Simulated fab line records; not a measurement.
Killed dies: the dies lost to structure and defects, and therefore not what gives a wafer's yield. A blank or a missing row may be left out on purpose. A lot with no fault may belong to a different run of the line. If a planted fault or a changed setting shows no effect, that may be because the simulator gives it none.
Which tool was responsible? ; flow sky130 ; 12 lots (36 wafers sampled), 1 step of a 708-step route

WHAT EACH GAUGE READ, for each wafer
SKY_SD_N_RS_MEAS_18: measures by four-point-probe.
lot;measured;on;RES_XHIGH_RS (ohm/sq)
L074;day 28 14:09;film metro-02;334.2 333.1 333.2
L077;day 28 19:56;film metro-03;333.3 332.6 332.5
L079;day 29 15:35;film metro-01;331.6 333.2 333.4
L081;day 30 15:29;film metro-01;335.1 333.3 334.1
L084;day 31 16:37;film metro-01;332.3 333.5 332.7
L085;day 32 03:40;film metro-02;335.0 334.5 334.6
L087;day 32 21:21;film metro-02;334.6 334.0 334.9
L089;day 33 04:12;film metro-02;333.7 332.9 333.9
L091;day 33 20:58;film metro-03;332.1 332.4 331.4
L093;day 34 12:10;film metro-03;333.2 332.3 331.7
L095;day 34 19:18;film metro-01;333.3 333.7 332.7
L097;day 35 12:41;film metro-02;334.2 333.6 334.2

WHAT TOOL EACH LOT RAN ON (gives the tool, then ch and the chambers of the sampled wafers, and finally the start)
The record holds no process step before these readings.

THE ANSWER, worked out from the rows above alone
Rule: what is usual is taken from the lots themselves. The widest of any qualifying gaps counts: lots, ordered by their means at a reading, are off when they make up no more than a third of the lots, leave a main group of 4 or more, and stand apart from it by 3 or more times the standard deviation of that group's means. The tables above print the reading to a certain number of digits; a main group whose means all agree to those digits is not used. A lot without any number at a reading at which 4 lots or more have one is off too. Any other lot the step has rows for is counted as sound.
Across all readings shown, no lot is off: no conclusion can be drawn from this.

WHAT THE SIMULATOR HAD INSERTED
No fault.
